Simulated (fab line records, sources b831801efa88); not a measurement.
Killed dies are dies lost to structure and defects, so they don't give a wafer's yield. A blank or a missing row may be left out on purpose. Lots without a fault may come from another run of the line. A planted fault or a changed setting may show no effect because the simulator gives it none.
A struck lot beside a sound one | flow sky130 | 36 steps out of a route of 708
Sound: wafers L926.1, L926.2, L926.6. Struck: wafers L921.1, L921.2, L921.6. The cause comes at the end.
At each step with rows: each side's tool, then ch and its chambers, then its first start. Under that, the readings that differ: sound wafers | struck wafers | difference of the means | sigmas: that difference in standard deviations of wafers without a fault.
alike: readings whose means differ by less than 2 such deviations, and words and numbers that are the same on both sides. not compared: withheld readings, readings that some wafer has no value for, bounds like >300 that may hide the same value, and numbers for which the record gives no deviation and whose values overlap.
The two part at a step that has a row with sigmas, a row that says differs or no value, or rows on one side only. Numbers that don't overlap but have no deviation are shown without sigmas and don't part them. A reading that every wafer of one side lacks parts them only if that side has two wafers or more.

first, 10 steps without rows for these wafers: SKY_GATE_OXIDE_COAT_05 (resist thk 1140 nm); SKY_GATE_OXIDE_SOFTBAKE_06 (time 60 s); SKY_GATE_OXIDE_EXPOSE_07 (exposes mask LVOM, target cd 600 nm); SKY_GATE_OXIDE_PEB_08; SKY_GATE_OXIDE_DEVELOP_09 (develop time 60 s); SKY_GATE_OXIDE_IMPLANT_11; SKY_GATE_OXIDE_WET_ETCH_12 (etches SiO2 in dHF, target depth 16.8 nm, time 336 s); SKY_GATE_OXIDE_STRIP_13 (strips in O2/N2); SKY_GATE_OXIDE_CLEAN_15 (cleans in SC1/SC2, time 150 s); SKY_GATE_OXIDE_OXIDATION_16 (stabilise 600 s, purge 300 s, target thk 3.57 nm).
SKY_POLY_GATE_CVD_00: deposits poly-Si, target thk 180 nm, time 720 s.
  sound on lpcvd-01 ch 1, day 22 18:05; struck on lpcvd-01 ch 0, day 20 07:05
  reading                                       | sound             | struck            | difference | sigmas
  model.poly-Si_of_POLY_GATE_CVD_00.thk_nm (nm) | 183.6 182.9 184.9 | 164.8 166.1 163.8 | -18.9      |
SKY_POLY_GATE_THK_MEAS_01:
  sound on film_metro-02, day 22 19:17; struck on film_metro-01, day 20 08:53
  reading                   | sound             | struck            | difference | sigmas
  POLY_GATE_CVD_00_THK (nm) | 183.7 182.9 185.0 | 164.9 166.0 163.8 | -19.0      | -11
then, 9 steps without rows for these wafers: SKY_RES_PROTECT_DEHYDRATE_00 (time 60 s); SKY_RES_PROTECT_HMDS_01 (prime time 60 s); SKY_RES_PROTECT_COAT_02 (resist thk 1140 nm); SKY_RES_PROTECT_SOFTBAKE_03 (time 60 s); SKY_RES_PROTECT_EXPOSE_04 (exposes mask RPM, target cd 1270 nm); SKY_RES_PROTECT_PEB_05; SKY_RES_PROTECT_DEVELOP_06 (develop time 60 s); SKY_POLY_GATE_IMPLANT_02; SKY_RES_PROTECT_STRIP_07 (strips in O2/N2).
SKY_RES_PROTECT_CLEAN_09: cleans in SC1/SC2, time 150 s.
  sound on wet_bench-02 ch 2, day 24 01:12; struck on wet_bench-04 ch 3, day 21 15:44
  reading                                       | sound             | struck            | difference | sigmas
  temp_c (C)                                    | 69.73 69.72 69.85 | 70.23 70.24 70.16 | +0.44      | +3
  model.poly-Si_of_POLY_GATE_CVD_00.thk_nm (nm) | 182.9 182.2 184.3 | 164.2 165.5 163.2 | -18.8      |
then, 11 steps without rows for these wafers: SKY_POLY_GATE_CVD_03 (deposits Si3N4 from DCS/NH3, target thk 75 nm, time 1290 s); SKY_POLY_GATE_DEHYDRATE_05 (time 60 s); SKY_POLY_GATE_HMDS_06 (prime time 60 s); SKY_POLY_GATE_COAT_07 (resist thk 110 nm); SKY_POLY_GATE_COAT_08 (resist thk 450 nm); SKY_POLY_GATE_SOFTBAKE_09 (time 90 s); SKY_POLY_GATE_EXPOSE_10 (exposes mask P1M, target cd 150 nm); SKY_POLY_GATE_PEB_11; SKY_POLY_GATE_DEVELOP_12 (develop time 60 s); SKY_POLY_GATE_ETCH_15 (etches BARC in N2/H2, stops on SiO2, time 118.5 s, target depth 110 nm); SKY_POLY_GATE_ETCH_16 (etches Si3N4 in CH3F/O2, stops on poly-Si, time 147.5 s, target depth 75 nm).
SKY_POLY_GATE_ETCH_17: etches poly-Si in HBr/Cl2, stops on SiO2, target depth 180 nm, time 70.5 s.
  sound on rie_si-01 ch 0,1,3, day 25 09:35; struck on rie_si-02 ch 1,2, day 23 00:35
  reading                               | sound                | struck               | difference | sigmas
  oes_product_au (a.u.)                 | 0.995 1.005 1.005    | 0.930 0.937 0.931    | -0.069     | -6
  throttle_valve_pct (%)                | 33.666 33.675 33.670 | 33.687 33.695 33.689 | +0.020     | +2
  model.etch.depth_nm (nm)              | 182.9 182.2 181      | 164.2 165.5 163.2    | -17.7      |
  model.POLY_GATE.feature_depth_nm (nm) | 182.9 182.2 181      | 164.2 165.5 163.2    | -17.7      |
  alike: drypump_motor_current_A
  not compared: rf_hours_counter_h
then, 1 step without rows for these wafers: SKY_POLY_GATE_STRIP_18 (strips in O2/N2).
-- the record jumps here: 27 days lie between the struck wafers' starts before and after (it left off in module POLY_GATE and takes up again in module PAD_OPEN, whose first step shown is number 708 of the route) --
SKY_PAD_OPEN_PROBE_99:
  sound on prober-01, day 51 06:28; struck on prober-02, day 50 00:52
  reading                             | sound             | struck            | difference | sigmas
  killed_at_front_end                 | 22 17 21          | 10 10 9           | -10        | -2
  model.etest.res_high_po.line_ohm_um | 712.7 735 747.8   | 812.4 762.4 775.9 | +51.7      |
  model.etest.res_poly.line_ohm_um    | 466.9 487.7 505.9 | 568.2 550.3 549.8 | +69.3      |
  model.etest.res_high_po.rs_ohm_sq   | 256.2 257.9 258.1 | 277.5 268.1 271.6 | +15.0      |
  model.etest.res_poly.rs_ohm_sq      | 47.13 47.23 46.86 | 51.67 50.38 51.04 | +3.96      |
  alike: killed_at_M0_to_M3, killed_at_M4_up, killed_at_contacts, killed_at_other, killed_dies, killed_open, killed_short
  not compared: model.etest.cap_li_to_poly.c_af_um2

WHERE THEY PART
First at SKY_POLY_GATE_THK_MEAS_01; last, within this record, at SKY_PAD_OPEN_PROBE_99.

WHY: what the simulator had put in
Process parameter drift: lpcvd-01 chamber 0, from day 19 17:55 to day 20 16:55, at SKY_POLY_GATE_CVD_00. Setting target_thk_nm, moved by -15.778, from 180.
